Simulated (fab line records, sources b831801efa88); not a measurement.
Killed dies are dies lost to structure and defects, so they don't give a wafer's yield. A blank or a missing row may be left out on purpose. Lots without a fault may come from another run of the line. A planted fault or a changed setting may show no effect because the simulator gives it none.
Which tool did it? | flow gf180mcu | 12 lots, 36 wafers sampled, at 5 steps of a route of 602

WHAT THE GAUGES READ, wafer by wafer
GF_TOP_METAL_OVL_MEAS_15. Usual: TOP_METAL_OVL -1.2 nm, standard deviation 1.5.
lot  | measured     | on         | TOP_METAL_OVL (nm) | flag
L134 | day 28 08:59 | overlay-02 | -2.8 -1.6 -2.3     |
L135 | day 28 10:30 | overlay-01 | 0.8 0.7 -0.2       |
L138 | day 29 08:36 | overlay-01 | -3.4 -1.5 -3.4     |
L139 | day 29 15:24 | overlay-01 | -0.1 -1.4 -2.6     |
L140 | day 30 03:00 | overlay-02 | 0.3 0.5 -1.9       |
L142 | day 30 21:42 | overlay-01 | -1.9 -2.9 0.9      |
L149 | day 32 14:49 | overlay-01 | -3.1 -3.2 -1.6     |
L150 | day 32 16:20 | overlay-02 | 1.0 0.5 1.6        |
L152 | day 33 05:33 | overlay-01 | -2.7 -4.1 -3.4     |
L154 | day 33 12:21 | overlay-02 | 0.4 -1.0 -0.8      |
L156 | day 33 22:30 | overlay-02 | 2.3 1.6 2.1        |
L157 | day 34 15:48 | overlay-02 | -2.2 -3.0 -3.1     |

GF_PASSIVATION_THK_MEAS_03. Usual: PASSIVATION_CVD_02_THK 702 nm, standard deviation 9.7.
lot  | measured     | on            | PASSIVATION_CVD_02_THK (nm) | flag
L134 | day 28 10:11 | film_metro-02 | 700 695 705                 |
L135 | day 28 11:43 | film_metro-01 | 695 706 704                 |
L138 | day 29 10:01 | film_metro-02 | 686 702 713                 |
L139 | day 29 16:46 | film_metro-03 | 703 708 704                 |
L140 | day 30 04:11 | film_metro-02 | 687 696 704                 |
L142 | day 30 23:17 | film_metro-03 | 709 693 715                 |
L149 | day 32 16:01 | film_metro-03 | 690 703 715                 |
L150 | day 32 17:32 | film_metro-03 | 695 1133 681                | OFF
L152 | day 33 06:45 | film_metro-01 | 700 710 1148                | OFF
L154 | day 33 14:10 | film_metro-03 | 694 714 706                 |
L156 | day 33 23:42 | film_metro-03 | 706 713 705                 |
L157 | day 34 16:59 | film_metro-03 | 705 701 717                 |

WHICH TOOL RAN EACH LOT (tool, then ch and the chambers of the sampled wafers, then the start)
lot  | GF_V5_ETCH_16                      | GF_V5_STRIP_18                       | GF_PASSIVATION_CVD_02
L134 | rie_diel-02 ch 0,1,3, day 27 10:46 | plasma_asher-02 ch 0,1, day 27 10:55 | pecvd-02 ch 0,1,2, day 28 09:54
L135 | rie_diel-02 ch 2,3, day 27 12:25   | plasma_asher-01 ch 0,1, day 27 12:35 | pecvd-02 ch 1,2, day 28 11:25
L138 | rie_diel-04 ch 2,3, day 28 12:16   | plasma_asher-02 ch 0,1, day 28 12:25 | pecvd-03 ch 0,1,2, day 29 09:43
L139 | rie_diel-01 ch 0,2, day 28 17:20   | plasma_asher-01 ch 0,1, day 28 17:31 | pecvd-03 ch 1,2, day 29 16:28
L140 | rie_diel-04 ch 1,2,3, day 29 06:31 | plasma_asher-04 ch 0, day 29 06:40   | pecvd-03 ch 0,2, day 30 03:53
L142 | rie_diel-04 ch 0,1,3, day 30 02:10 | plasma_asher-04 ch 1, day 30 02:19   | pecvd-03 ch 0,1,2, day 30 23:00
L149 | rie_diel-04 ch 0,2,3, day 31 20:04 | plasma_asher-01 ch 0,1, day 31 20:13 | pecvd-03 ch 1,2, day 32 15:42
L150 | rie_diel-04 ch 1,2,3, day 31 21:45 | plasma_asher-01 ch 0,1, day 31 21:54 | pecvd-03 ch 0,1,2, day 32 17:16
L152 | rie_diel-04 ch 0,1,2, day 32 12:55 | plasma_asher-04 ch 0,1, day 32 13:07 | pecvd-03 ch 1,2, day 33 06:26
L154 | rie_diel-04 ch 0,1,3, day 32 19:17 | plasma_asher-01 ch 0,1, day 32 19:26 | pecvd-02 ch 1,2, day 33 13:52
L156 | rie_diel-02 ch 0,1, day 33 05:10   | plasma_asher-02 ch 0,1, day 33 05:22 | pecvd-02 ch 0,1, day 33 23:23
L157 | rie_diel-02 ch 0,1,3, day 33 23:25 | plasma_asher-02 ch 0,1, day 33 23:34 | pecvd-02 ch 0,2, day 34 16:42
- GF_V5_ETCH_16: etches BARC in N2/H2.
- GF_V5_STRIP_18: strips in O2/N2.
- GF_PASSIVATION_CVD_02: deposits Si3N4, target thk 700 nm, time 486.18 s.

WHAT THE TOOLS THEMSELVES READ (means of the sampled wafers that have a number; where no wafer has one, the mark that the record gives instead)
GF_V5_ETCH_16. Usual: drypump_motor_current_A 5.8 A, standard deviation 0.43; oes_product_au 0.854 a.u., standard deviation 0.0046; throttle_valve_pct 13.225 %, standard deviation 0.0096.
lot  | tool        | drypump_motor_current_A (A) | oes_product_au (a.u.) | throttle_valve_pct (%) | flag
L134 | rie_diel-02 | 5.7                         | 0.851                 | 13.226                 |
L135 | rie_diel-02 | 5.9                         | 0.854                 | 13.232                 |
L138 | rie_diel-04 | 5.8                         | 0.850                 | 13.226                 |
L139 | rie_diel-01 | 5.8                         | 0.852                 | 13.217                 |
L140 | rie_diel-04 | 6.0                         | 0.853                 | 13.231                 |
L142 | rie_diel-04 | 5.9                         | 0.852                 | 13.219                 |
L149 | rie_diel-04 | 5.7                         | 0.855                 | 13.225                 |
L150 | rie_diel-04 | 6.0                         | 0.854                 | 13.224                 |
L152 | rie_diel-04 | 5.9                         | 0.854                 | 13.225                 |
L154 | rie_diel-04 | 5.9                         | 0.849                 | 13.217                 |
L156 | rie_diel-02 | 5.6                         | 0.859                 | 13.229                 |
L157 | rie_diel-02 | 5.7                         | 0.855                 | 13.226                 |

GF_V5_STRIP_18. Usual: drypump_motor_current_A 5.9 A, standard deviation 0.43; heater_power_w 344 W, standard deviation 11; oes_product_au 0.568 a.u., standard deviation 0.0053.
lot  | tool            | drypump_motor_current_A (A) | heater_power_w (W) | oes_product_au (a.u.) | flag
L134 | plasma_asher-02 | 6.4                         | 346                | 0.567                 |
L135 | plasma_asher-01 | 6.1                         | 355                | 0.567                 |
L138 | plasma_asher-02 | 6.4                         | 338                | 0.561                 |
L139 | plasma_asher-01 | 6.1                         | 358                | 0.570                 |
L140 | plasma_asher-04 | 5.7                         | 334                | 0.568                 |
L142 | plasma_asher-04 | 5.1                         | 344                | 0.564                 |
L149 | plasma_asher-01 | 6.0                         | 345                | 0.568                 |
L150 | plasma_asher-01 | 6.1                         | 347                | 0.562                 |
L152 | plasma_asher-04 | 5.3                         | 330                | 0.565                 |
L154 | plasma_asher-01 | 6.1                         | 357                | 0.568                 |
L156 | plasma_asher-02 | 6.4                         | 342                | 0.572                 |
L157 | plasma_asher-02 | 6.4                         | 348                | 0.564                 |

GF_PASSIVATION_CVD_02. Usual: heater_power_w 737 W, standard deviation 110.
lot  | tool     | heater_power_w (W) | flag
L134 | pecvd-02 | 773                |
L135 | pecvd-02 | 752                |
L138 | pecvd-03 | 711                |
L139 | pecvd-03 | 857                |
L140 | pecvd-03 | 665                |
L142 | pecvd-03 | 723                |
L149 | pecvd-03 | 750                |
L150 | pecvd-03 | 732                |
L152 | pecvd-03 | 797                |
L154 | pecvd-02 | 670                |
L156 | pecvd-02 | 730                |
L157 | pecvd-02 | 650                |

THE ANSWER, worked out from the rows above alone
Rule: a lot is off if the mean of its wafers that have a number lies more than 3 standard deviations from the usual mean. A lot without any number at a reading at which 4 lots or more have one is off too. The other lots that the step has rows for count as sound. The gauges are gone through in route order, then the tools' own readings, and for those a lot's mean is taken as printed above. The first step at which some lot is off is used, and at that step the reading that is off furthest; a lot without a number counts as furthest.
Off: L150, L152, at GF_PASSIVATION_THK_MEAS_03 (PASSIVATION_CVD_02_THK).
A tool fits if, at a process step before that reading, it ran every lot that is off, and no sound lot after the first of them. The gauges at GF_PASSIVATION_THK_MEAS_03 are tried like those tools. One fits: pecvd-03 at GF_PASSIVATION_CVD_02. Its last sound lot is L149 (day 32 15:42), its first lot that is off L150 (day 32 17:16): a fault that began between those two fits.

WHAT THE SIMULATOR HAD PUT IN
Process parameter drift: pecvd-03, from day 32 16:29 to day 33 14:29, at GF_PASSIVATION_CVD_02. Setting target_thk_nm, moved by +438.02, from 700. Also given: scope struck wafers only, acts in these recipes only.
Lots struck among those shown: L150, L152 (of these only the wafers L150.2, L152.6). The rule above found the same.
